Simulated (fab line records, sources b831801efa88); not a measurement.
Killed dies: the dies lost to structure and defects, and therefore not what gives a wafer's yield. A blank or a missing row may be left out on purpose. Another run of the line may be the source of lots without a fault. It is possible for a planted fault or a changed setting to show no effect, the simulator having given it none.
Which tool is to blame? | flow sky130 | 12 lots, 36 wafers sampled, at 1 step of a route of 708

== WHAT THE GAUGES READ, wafer by wafer ==
SKY_DNWELL_TW_MEAS_09.
lot  | measured    | on            | DNWELL_TW
L075 | day 3 11:11 | film-metro-03 | 1114 1117 1118
L077 | day 3 22:02 | film-metro-01 | 1116 1117 1116
L079 | day 4 10:55 | film-metro-03 | 1123 1127 1128
L081 | day 4 19:23 | film-metro-01 | 1133 1127 1120
L083 | day 5 04:19 | film-metro-01 | 1118 1116 1116
L085 | day 5 16:10 | film-metro-01 | 1127 1128 1126
L087 | day 6 03:08 | film-metro-01 | 1137 1141 1144
L089 | day 6 12:44 | film-metro-02 | 1121 1112 1114
L091 | day 7 04:05 | film-metro-02 | 1107 1106 1108
L093 | day 7 09:35 | film-metro-01 | 1119 1125 1127
L095 | day 7 21:52 | film-metro-03 | 1131 1126 1135
L097 | day 8 07:56 | film-metro-03 | 1128 1119 1119

== EACH LOT AND THE TOOL THAT RAN IT (in order: tool; ch and the chambers of the sampled wafers; start) ==
Record: no process step prior to these readings.

== THE ANSWER, worked out from the rows above alone ==
Rule: what is usual is taken from the lots themselves. The widest of any qualifying gaps counts: lots, ordered by their means at a reading, are off when they make up no more than a third of the lots, leave a main group of 4 or more, and stand apart from it by 3 or more times the standard deviation of that group's means. Not used: any main group whose means are identical at the precision the tables above print for the reading. Also off: a lot with no number at a reading for which 4 or more lots have one. Any other lot the step has rows for is counted as sound.
Nothing can be told from this: no lot is off at any reading shown.

== WHAT THE SIMULATOR PUT IN ==
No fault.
